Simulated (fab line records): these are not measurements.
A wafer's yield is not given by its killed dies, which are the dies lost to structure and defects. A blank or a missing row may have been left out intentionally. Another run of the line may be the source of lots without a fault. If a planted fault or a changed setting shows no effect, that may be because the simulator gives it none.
2 desks looking at one fault -- flow sky130 -- numbers are kept per desk, each desk with only its own; the story behind them comes last

TOOL OWNER'S DESK, implanter-01
For each lot that ran on this tool, the mean over its sampled wafers that have a number, from the tool's own readings at SKY_LDD_LDN_IMPLANT_08. The brackets show how far a lot's mean lies from the usual mean; more than 4 standard deviations puts the lot out of limits, marked OUT.
Columns: A = dose-ions-cm2 at SKY_LDD_LDN_IMPLANT_08, usual 1.2501e+13; B = faraday-current-uA at SKY_LDD_LDN_IMPLANT_08, usual 70.7; C = rotation-deg at SKY_LDD_LDN_IMPLANT_08, usual 23.004 degrees
lot,first seen here,A,B,C
L742,day 23 08:20,1.2512e+13,70.5,23.014
L745,day 25 14:16,1.2499e+13,70.9,23.000
L748,day 26 00:52,1.1809e+13 (-49) OUT,66.1,23.009
L750,day 26 15:36,1.1821e+13 (-49) OUT,66.0,23.005
This desk's finding: out of limits on L748, L750; first on L748, day 26 00:52 (dose-ions-cm2 at SKY_LDD_LDN_IMPLANT_08). Within limits: L742, L745.

METROLOGY DESK
Means of the sampled wafers that have a number, per lot and without regard to the tool the lot ran on: this is what the gauges read. The brackets show how far a lot's mean lies from the usual mean; more than 4 standard deviations puts the lot out of limits, marked OUT.
Columns: A = LDD_N_TW at SKY_LDD_N_TW_MEAS_17, usual 2594; B = LDD_HVN_OVL at SKY_LDD_HVN_OVL_MEAS_07, usual -0.4 nm; C = POLY_CUT_OVL at SKY_POLY_CUT_OVL_MEAS_09, usual 4 nm
lot,first seen here,A,B,C
L739,day 17 09:37,2623,-2.1,4
L742,day 18 06:35,2588,-2.1,-4
L741,day 18 06:53,2618,-0.9,9
L743,day 18 21:12,2597,-0.2,0
L745,day 20 14:15,2600,-0.1,3
L748,day 21 02:46,2602,0.0,10
L750,day 21 17:12,2594,0.4,10
L756,day 23 23:30,2553,1.1,14
L757,day 24 02:16,2613,-0.2,-1
L758,day 24 17:02,2605,1.3,8
L759,day 24 22:55,2562,-2.1,1
L760,day 25 01:19,2618,0.2,3
L761,day 25 11:04,2564,-1.3,-3
L762,day 25 22:10,2601,-0.2,4
Result from this desk: across the 14 lots, nothing is out of limits.

BROUGHT TOGETHER
At day 26 00:52, on L748, L750, the tool owner's desk was in a position to raise an alarm.
Nothing out of limits was seen by the metrology desk.
The metrology desk holds a record of L748, L750, inside its limits.
Of the lots named, all ran SKY_LDD_LDN_IMPLANT_08 on implanter-01.

WHAT WAS PUT IN BY THE SIMULATOR
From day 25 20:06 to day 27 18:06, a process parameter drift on implanter-01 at SKY_LDD_LDN_IMPLANT_08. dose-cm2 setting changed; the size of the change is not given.
Shown lots that were struck: L748, L750.
Each desk's first reading out of limits, in hours after the fault started: the tool owner's desk, 5.
